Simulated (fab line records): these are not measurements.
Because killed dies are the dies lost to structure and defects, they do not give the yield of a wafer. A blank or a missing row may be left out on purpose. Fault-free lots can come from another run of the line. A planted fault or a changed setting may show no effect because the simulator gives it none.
Chamber matching	flow gf180mcu	rie_si-02 running GF_POLY_GATE_ETCH_13: 4 sister chambers
The step etches poly-Si in HBr/Cl2, stops on SiO2, target depth 198.5 nm, time 69.6 s. 14 wafers are shown with their chamber, then 7 later ones without.

== EACH WAFER AND ITS CHAMBER ==
wafer	chamber	drypump_motor_current_A (A)	oes_product_au (a.u.)	throttle_valve_pct (%)
L840.2	3	5.5	0.981	33.682
L840.3	1	5.8	0.996	33.684
L840.4	2	5.8	0.976	33.702
L844.1	1	5.7	0.983	33.694
L844.2	2	5.8	0.978	33.688
L844.5	2	5.8	0.976	33.679
L845.1	2	5.8	0.975	33.683
L845.2	0	5.4	0.996	33.676
L845.6	2	5.8	0.972	33.693
L852.1	0	5.4	1.000	33.680
L852.3	1	5.8	0.986	33.676
L852.6	2	5.8	0.990	33.667
L857.1	0	5.4	0.987	33.692
L857.3	2	5.8	0.988	33.668

SIGNATURES (averages over the wafers above)
reading	chamber 0	chamber 1	chamber 2	chamber 3	scatter within a chamber
drypump_motor_current_A	5.400	5.767	5.800	5.500	0.0258
oes_product_au	0.99433	0.98833	0.97929	0.98100	0.00683
throttle_valve_pct	33.68267	33.68467	33.68286	33.68200	0.0113
Rule: for a wafer and a chamber, the distance is found by dividing, reading by reading, the gap between the wafer's reading and the chamber's mean by the reading's scatter, squaring, summing and taking the root. If the next closest chamber is less than 2 further off than the closest, the wafer can't be placed; otherwise it belongs to the closest. How the scatter is found: for the shown wafers, subtract from each reading the mean of its chamber, square and add these, divide the total by (wafers less chambers), then take the root.

== WAFERS WITHOUT THEIR CHAMBER ==
wafer	drypump_motor_current_A (A)	oes_product_au (a.u.)	throttle_valve_pct (%)
L857.5	5.4	0.986	33.697
L859.2	5.4	0.992	33.688
L859.5	5.4	0.982	33.678
L859.6	5.8	0.982	33.682
L861.3	5.7	0.998	33.683
L861.4	5.4	0.995	33.691
L861.6	5.8	0.980	33.691

== WHICH CHAMBER EACH ONE RAN IN ==
wafer	from the rows above	in truth
L857.5	0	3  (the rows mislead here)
L859.2	0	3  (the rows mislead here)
L859.5	0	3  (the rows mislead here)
L859.6	can't be placed: 2 or 1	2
L861.3	can't be placed: 1 or 2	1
L861.4	0	0
L861.6	can't be placed: 2 or 1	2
Correct placement for 1 of the 7. Can't be placed from these rows: 3 (the true chamber is among the candidates in 3). Placed wrongly: 3.
